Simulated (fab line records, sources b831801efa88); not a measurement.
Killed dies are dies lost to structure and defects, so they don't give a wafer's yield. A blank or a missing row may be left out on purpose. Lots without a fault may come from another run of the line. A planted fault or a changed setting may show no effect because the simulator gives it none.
A struck lot beside a sound one | flow gf180mcu | 22 steps out of a route of 602
Sound: wafers L624.3, L624.5, L624.6. Struck: wafers L633.1, L633.2, L633.3. The cause comes at the end.
At each step with rows: each side's tool, then ch and its chambers, then its first start. Under that, the readings that differ: sound wafers | struck wafers | difference of the means | sigmas: that difference in standard deviations of wafers without a fault.
alike: readings whose means differ by less than 2 such deviations, and words and numbers that are the same on both sides. not compared: withheld readings, readings that some wafer has no value for, bounds like >300 that may hide the same value, and numbers for which the record gives no deviation and whose values overlap.
The two part at a step that has a row with sigmas, a row that says differs or no value, or rows on one side only. Numbers that don't overlap but have no deviation are shown without sigmas and don't part them. A reading that every wafer of one side lacks parts them only if that side has two wafers or more.

first, 3 steps without rows for these wafers: GF_LVPWELL_EXPOSE_04 (exposes mask LVPWELL, target cd 600 nm); GF_LVPWELL_PEB_05; GF_LVPWELL_DEVELOP_06 (develop time 60 s).
GF_LVPWELL_OVL_MEAS_07:
  sound on overlay-02, day 6 04:24; struck on overlay-01, day 8 07:02
  alike: LVPWELL_OVL
then, 2 steps without rows for these wafers: GF_LVPWELL_IMPLANT_08; GF_LVPWELL_IMPLANT_09.
GF_LVPWELL_STRIP_10: strips in O2/N2.
  sound on plasma_asher-02 ch 0,1, day 6 04:45; struck on plasma_asher-04 ch 0,1, day 8 07:22
  alike: drypump_motor_current_A, heater_power_w, n2_flow_sccm, oes_product_au, strip_time_to_endpoint_s
  not compared: rf_hours_counter_h
GF_LVPWELL_TW_MEAS_11:
  sound on film_metro-04, day 6 04:50; struck on film_metro-02, day 8 07:28
  alike: LVPWELL_TW
then, 4 steps without rows for these wafers: GF_MVSD_DEHYDRATE_00 (time 60 s); GF_MVSD_HMDS_01 (prime time 60 s); GF_MVSD_COAT_02 (resist thk 3000 nm); GF_MVSD_SOFTBAKE_03.
GF_MVSD_EXPOSE_04: exposes mask MVSD, target cd 1000 nm.
  sound on iline_stepper-01 ch 0, day 6 12:47; struck on iline_stepper-01 ch 0, day 8 15:51
  reading | sound                | struck                  | difference | sigmas
  mask    | MVSD#0 MVSD#0 MVSD#0 | Nwell#0 Nwell#0 Nwell#0 | differs    |
then, 2 steps without rows for these wafers: GF_MVSD_PEB_05; GF_MVSD_DEVELOP_06 (develop time 60 s).
GF_MVSD_OVL_MEAS_07:
  sound on overlay-01, day 6 20:30; struck on overlay-02, day 8 23:09
  reading       | sound          | struck | difference                    | sigmas
  MVSD_OVL (nm) | -3.0 -2.0 -4.2 | - - -  | no value on the struck wafers |
then, 2 steps without rows for these wafers: GF_MVSD_IMPLANT_08; GF_MVSD_IMPLANT_09.
GF_MVSD_STRIP_10: strips in O2/N2.
  sound on plasma_asher-01 ch 0,1, day 6 20:51; struck on plasma_asher-01 ch 0,1, day 8 23:29
  alike: drypump_motor_current_A, heater_power_w, n2_flow_sccm, oes_product_au, strip_time_to_endpoint_s
  not compared: rf_hours_counter_h
GF_MVSD_TW_MEAS_11:
  sound on film_metro-02, day 6 20:56; struck on film_metro-04, day 8 23:35
  reading | sound          | struck   | difference | sigmas
  MVSD_TW | 1559 1565 1564 | 30 30 30 | -1533      | -99 or more
then, 1 step without rows for these wafers: GF_MVPSD_DEHYDRATE_00 (time 60 s).
-- the record jumps here: 25 days lie between the struck wafers' starts before and after (it left off in module MVPSD and takes up again in module PASSIVATION, whose first step shown is number 602 of the route) --
GF_PASSIVATION_PROBE_99:
  the record has rows for the struck wafers here (prober-01, day 34 05:10) and none for the sound ones

WHERE THEY PART
First at GF_MVSD_EXPOSE_04; last, within this record, at GF_PASSIVATION_PROBE_99.

WHY: what the simulator had put in
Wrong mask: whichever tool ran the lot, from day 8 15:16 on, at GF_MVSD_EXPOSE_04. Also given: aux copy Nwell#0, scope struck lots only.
